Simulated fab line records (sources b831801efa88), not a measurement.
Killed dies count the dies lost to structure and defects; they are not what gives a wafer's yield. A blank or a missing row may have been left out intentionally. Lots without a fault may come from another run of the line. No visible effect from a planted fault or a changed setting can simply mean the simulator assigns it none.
Matching of chambers -- flow sky130 -- 4 sister chambers for SKY_VIA3_CMP_02 on cmp-02
The step polishes SiO2. 8 wafers are shown with their chamber, then 12 later ones without.

EACH WAFER AND ITS CHAMBER
wafer,chamber,motor-current-A (A)
L087.3,3,14.6
L088.6,0,10.7
L089.1,0,10.6
L089.2,1,11.5
L089.4,2,13.6
L091.3,3,14.8
L091.4,1,11.8
L091.6,2,13.7

WAFERS MISSING THEIR CHAMBER
wafer,motor-current-A (A)
L094.2,10.8
L094.3,11.4
L094.4,13.3
L095.1,10.8
L095.3,12.2
L095.5,13.8
L096.1,11.7
L096.3,15.1
L096.4,13.6
L097.2,11.3
L097.4,15.1
L097.5,11.5

WHICH CHAMBER EACH ONE RAN IN
wafer,from the rows above,in truth
L094.2,0,0
L094.3,1,1
L094.4,2,2
L095.1,0,0
L095.3,1,1
L095.5,2,2
L096.1,1,1
L096.3,3,3
L096.4,2,2
L097.2,1,1
L097.4,3,3
L097.5,1,1
Correct placement for 12 of the 12. Number that these rows cannot place: 0. Placed wrongly: 0.
How it was worked out, from the rows above alone: a wafer's distance from a chamber is the root of the sum, over the readings, of the square of ((its reading less the chamber's mean) divided by the reading's scatter). If the next closest chamber is less than 2 further off than the closest, the wafer can't be placed; otherwise it belongs to the closest. Each chamber's mean is taken over the wafers shown for it. The scatter is the square root of a quotient: the sum, over the shown wafers, of each reading's squared deviation from its chamber's mean, divided by wafers minus chambers.
